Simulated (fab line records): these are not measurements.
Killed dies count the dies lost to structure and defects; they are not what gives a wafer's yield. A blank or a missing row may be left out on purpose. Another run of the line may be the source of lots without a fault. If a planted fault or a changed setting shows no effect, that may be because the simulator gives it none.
Which of the tools did it? + flow sky130 + 24 lots, 72 wafers sampled, at 4 steps of a route of 708

== WHAT THE GAUGES SHOWED, per wafer ==
SKY_METAL1_CD_MEAS_15: target cd 140 nm.
| lot  | measured     | on        | cd nm (nm)        |
|------|--------------|-----------|-------------------|
| L074 | day 32 08:56 | cd sem-01 | 139.3 139.8 137.6 |
| L075 | day 33 03:41 | cd sem-01 | 141.9 143.3 141.3 |
| L076 | day 33 15:13 | cd sem-01 | 139.8 139.2 139.7 |
| L077 | day 34 00:29 | cd sem-01 | 138.3 138.6 138.3 |
| L078 | day 34 03:54 | cd sem-01 | 139.2 139.1 139.8 |
| L079 | day 34 09:41 | cd sem-01 | 138.4 138.7 138.9 |
| L080 | day 34 16:42 | cd sem-01 | 141.0 141.0 141.6 |
| L081 | day 35 01:43 | cd sem-02 | 139.2 139.5 140.2 |
| L082 | day 35 07:33 | cd sem-01 | 141.1 140.8 141.7 |
| L083 | day 35 15:43 | cd sem-01 | 136.7 137.5 136.7 |
| L084 | day 36 09:18 | cd sem-01 | 136.6 137.9 138.2 |
| L085 | day 36 09:38 | cd sem-01 | 139.6 140.9 141.1 |
| L086 | day 36 18:53 | cd sem-02 | 140.1 140.6 140.3 |
| L087 | day 37 01:41 | cd sem-01 | 140.3 140.3 140.5 |
| L088 | day 37 09:59 | cd sem-01 | 141.0 141.5 139.4 |
| L089 | day 37 21:38 | cd sem-02 | 140.3 139.6 141.1 |
| L090 | day 38 01:04 | cd sem-01 | 141.9 141.9 142.0 |
| L091 | day 38 10:05 | cd sem-02 | 141.7 141.4 142.1 |
| L092 | day 38 18:23 | cd sem-01 | 140.0 140.0 138.3 |
| L093 | day 38 20:26 | cd sem-01 | 141.2 142.4 141.2 |
| L094 | day 39 05:08 | cd sem-02 | 141.1 142.5 141.1 |
| L095 | day 39 10:41 | cd sem-02 | 140.3 140.6 140.3 |
| L096 | day 39 14:30 | cd sem-01 | 141.1 141.5 141.7 |
| L097 | day 40 11:49 | cd sem-01 | 140.4 141.0 141.8 |

== WHAT TOOL EACH LOT RAN ON (gives the tool, then ch and the chambers of the sampled wafers, and finally the start) ==
| lot  | SKY_CONTACT_ETCH_18                           | SKY_METAL1_SPUTTER_01        | SKY_METAL1_SPUTTER_02        |
|------|-----------------------------------------------|------------------------------|------------------------------|
| L074 | rie diel-04 ch 0,1,2, day 31 05:16 or earlier | pvd sputter-01, day 31 05:16 | pvd sputter-01, day 31 05:17 |
| L075 | rie diel-01 ch 0,3, day 32 00:08 or earlier   | pvd sputter-01, day 32 00:08 | pvd sputter-01, day 32 00:09 |
| L076 | rie diel-01 ch 0,1,2, day 32 11:38 or earlier | pvd sputter-01, day 32 11:38 | pvd sputter-01, day 32 11:40 |
| L077 | rie diel-03 ch 0,1,3, day 32 21:05 or earlier | pvd sputter-03, day 32 21:05 | pvd sputter-03, day 32 21:07 |
| L078 | rie diel-04 ch 0,1,2, day 33 00:54 or earlier | pvd sputter-01, day 33 00:54 | pvd sputter-01, day 33 00:55 |
| L079 | rie diel-04 ch 1,3, day 33 06:28 or earlier   | pvd sputter-03, day 33 06:28 | pvd sputter-03, day 33 06:29 |
| L080 | rie diel-04 ch 1,2,3, day 33 14:35 or earlier | pvd sputter-03, day 33 14:35 | pvd sputter-03, day 33 14:37 |
| L081 | rie diel-03 ch 1,2,3, day 33 23:33 or earlier | pvd sputter-02, day 33 23:33 | pvd sputter-02, day 33 23:35 |
| L082 | rie diel-03 ch 0,1,2, day 34 04:54 or earlier | pvd sputter-03, day 34 04:54 | pvd sputter-03, day 34 04:55 |
| L083 | rie diel-04 ch 1,3, day 34 13:11 or earlier   | pvd sputter-02, day 34 13:11 | pvd sputter-02, day 34 13:13 |
| L084 | rie diel-01 ch 0,2,3, day 35 07:08 or earlier | pvd sputter-01, day 35 07:08 | pvd sputter-01, day 35 07:09 |
| L085 | rie diel-03 ch 1,2, day 35 07:26 or earlier   | pvd sputter-02, day 35 07:26 | pvd sputter-02, day 35 07:28 |
| L086 | rie diel-01 ch 0,2,3, day 35 16:53 or earlier | pvd sputter-03, day 35 16:53 | pvd sputter-03, day 35 16:55 |
| L087 | rie diel-04 ch 0,1,2, day 35 23:29 or earlier | pvd sputter-02, day 35 23:29 | pvd sputter-02, day 35 23:31 |
| L088 | rie diel-01 ch 0,2,3, day 36 08:11 or earlier | pvd sputter-01, day 36 08:11 | pvd sputter-01, day 36 08:13 |
| L089 | rie diel-04 ch 1,2, day 36 18:40 or earlier   | pvd sputter-01, day 36 18:40 | pvd sputter-01, day 36 18:41 |
| L090 | rie diel-03 ch 1,3, day 36 22:47 or earlier   | pvd sputter-02, day 36 22:47 | pvd sputter-02, day 36 22:49 |
| L091 | rie diel-04 ch 0,1,3, day 37 07:50 or earlier | pvd sputter-02, day 37 07:50 | pvd sputter-02, day 37 07:51 |
| L092 | rie diel-03 ch 1,2,3, day 37 17:17 or earlier | pvd sputter-03, day 37 17:17 | pvd sputter-03, day 37 17:19 |
| L093 | rie diel-01 ch 0,1,3, day 37 18:40 or earlier | pvd sputter-02, day 37 18:40 | pvd sputter-02, day 37 18:41 |
| L094 | rie diel-01 ch 2,3, day 38 03:47 or earlier   | pvd sputter-01, day 38 03:47 | pvd sputter-01, day 38 03:49 |
| L095 | rie diel-04 ch 1,3, day 38 09:50 or earlier   | pvd sputter-01, day 38 09:50 | pvd sputter-01, day 38 09:52 |
| L096 | rie diel-04 ch 1,2, day 38 14:50 or earlier   | pvd sputter-01, day 38 14:50 | pvd sputter-01, day 38 14:52 |
| L097 | rie diel-03 ch 1,2, day 39 10:34 or earlier   | pvd sputter-01, day 39 10:34 | pvd sputter-01, day 39 10:35 |
- SKY_CONTACT_ETCH_18: etches Si3N4 in CHF3/O2, stops on TiN, time 39 s, target depth 75 nm.
- SKY_METAL1_SPUTTER_01: material TiN, target thk 20 nm, time 16.7 s.
- SKY_METAL1_SPUTTER_02: material AlCu, target thk 250 nm, time 13.3 s.

== AS READ BY THE TOOLS THEMSELVES (means over the sampled wafers that have a number; for cases with no such wafer, the mark the record gives instead) ==
SKY_CONTACT_ETCH_18.
| lot  | tool        | drypump motor current A (A) | oes product au (a.u.) | throttle valve pct (%) |
|------|-------------|-----------------------------|-----------------------|------------------------|
| L074 | rie diel-04 | 5.9                         | 0.844                 | 8.797                  |
| L075 | rie diel-01 | 5.7                         | 0.860                 | 8.798                  |
| L076 | rie diel-01 | 6.0                         | 0.856                 | 8.800                  |
| L077 | rie diel-03 | 5.9                         | 0.865                 | 8.794                  |
| L078 | rie diel-04 | 5.9                         | 0.863                 | 8.796                  |
| L079 | rie diel-04 | 5.4                         | 0.858                 | 8.798                  |
| L080 | rie diel-04 | 5.9                         | 0.856                 | 8.791                  |
| L081 | rie diel-03 | 5.7                         | 0.861                 | 8.782                  |
| L082 | rie diel-03 | 5.3                         | 0.854                 | 8.803                  |
| L083 | rie diel-04 | 5.7                         | 0.855                 | 8.795                  |
| L084 | rie diel-01 | 6.0                         | 0.864                 | 8.797                  |
| L085 | rie diel-03 | 5.1                         | 0.855                 | 8.796                  |
| L086 | rie diel-01 | 6.0                         | 0.857                 | 8.800                  |
| L087 | rie diel-04 | 5.9                         | 0.848                 | 8.794                  |
| L088 | rie diel-01 | 6.0                         | 0.848                 | 8.789                  |
| L089 | rie diel-04 | 5.6                         | 0.856                 | 8.797                  |
| L090 | rie diel-03 | 6.2                         | 0.862                 | 8.794                  |
| L091 | rie diel-04 | 5.7                         | 0.858                 | 8.790                  |
| L092 | rie diel-03 | 5.7                         | 0.854                 | 8.796                  |
| L093 | rie diel-01 | 5.7                         | 0.855                 | 8.789                  |
| L094 | rie diel-01 | 6.2                         | 0.860                 | 8.784                  |
| L095 | rie diel-04 | 5.4                         | 0.857                 | 8.797                  |
| L096 | rie diel-04 | 6.0                         | 0.860                 | 8.795                  |
| L097 | rie diel-03 | 5.2                         | 0.858                 | 8.795                  |

SKY_METAL1_SPUTTER_01.
| lot  | tool           | throttle valve pct (%) |
|------|----------------|------------------------|
| L074 | pvd sputter-01 | 29.9                   |
| L075 | pvd sputter-01 | 29.9                   |
| L076 | pvd sputter-01 | 29.9                   |
| L077 | pvd sputter-03 | 29.5                   |
| L078 | pvd sputter-01 | 29.4                   |
| L079 | pvd sputter-03 | 28.8                   |
| L080 | pvd sputter-03 | 29.6                   |
| L081 | pvd sputter-02 | 29.2                   |
| L082 | pvd sputter-03 | 28.9                   |
| L083 | pvd sputter-02 | 28.3                   |
| L084 | pvd sputter-01 | 29.8                   |
| L085 | pvd sputter-02 | 28.2                   |
| L086 | pvd sputter-03 | 28.7                   |
| L087 | pvd sputter-02 | 28.8                   |
| L088 | pvd sputter-01 | 30.0                   |
| L089 | pvd sputter-01 | 29.6                   |
| L090 | pvd sputter-02 | 27.8                   |
| L091 | pvd sputter-02 | 28.7                   |
| L092 | pvd sputter-03 | 29.0                   |
| L093 | pvd sputter-02 | 30.2                   |
| L094 | pvd sputter-01 | 29.9                   |
| L095 | pvd sputter-01 | 29.5                   |
| L096 | pvd sputter-01 | 29.7                   |
| L097 | pvd sputter-01 | 29.5                   |

SKY_METAL1_SPUTTER_02.
| lot  | tool           | throttle valve pct (%) |
|------|----------------|------------------------|
| L074 | pvd sputter-01 | 29.9                   |
| L075 | pvd sputter-01 | 29.9                   |
| L076 | pvd sputter-01 | 30.0                   |
| L077 | pvd sputter-03 | 29.4                   |
| L078 | pvd sputter-01 | 29.5                   |
| L079 | pvd sputter-03 | 28.9                   |
| L080 | pvd sputter-03 | 29.6                   |
| L081 | pvd sputter-02 | 29.1                   |
| L082 | pvd sputter-03 | 29.1                   |
| L083 | pvd sputter-02 | 28.3                   |
| L084 | pvd sputter-01 | 29.7                   |
| L085 | pvd sputter-02 | 28.5                   |
| L086 | pvd sputter-03 | 28.6                   |
| L087 | pvd sputter-02 | 28.6                   |
| L088 | pvd sputter-01 | 29.9                   |
| L089 | pvd sputter-01 | 29.6                   |
| L090 | pvd sputter-02 | 28.0                   |
| L091 | pvd sputter-02 | 28.7                   |
| L092 | pvd sputter-03 | 29.1                   |
| L093 | pvd sputter-02 | 30.2                   |
| L094 | pvd sputter-01 | 30.2                   |
| L095 | pvd sputter-01 | 29.6                   |
| L096 | pvd sputter-01 | 29.5                   |
| L097 | pvd sputter-01 | 29.5                   |

== THE ANSWER, worked out from the rows above alone ==
Rule: the usual values come from the lots themselves. The widest of any qualifying gaps counts: lots, ordered by their means at a reading, are off when they make up no more than a third of the lots, leave a main group of 4 or more, and stand apart from it by 3 or more times the standard deviation of that group's means. A main group whose means are all the same, to the digits that the tables above print for the reading, isn't used. Also off: a lot with no number at a reading for which 4 or more lots have one. Any other lot the step has rows for is counted as sound. After the gauges, taken in route order, come the tools' own readings; for these a lot's mean is taken, as printed above. The first step at which some lot is off is used, and at that step the reading that is off furthest; a lot without a number counts as furthest.
Nothing can be told from this: no lot is off at any reading shown.

== WHAT THE SIMULATOR HAD PUT IN ==
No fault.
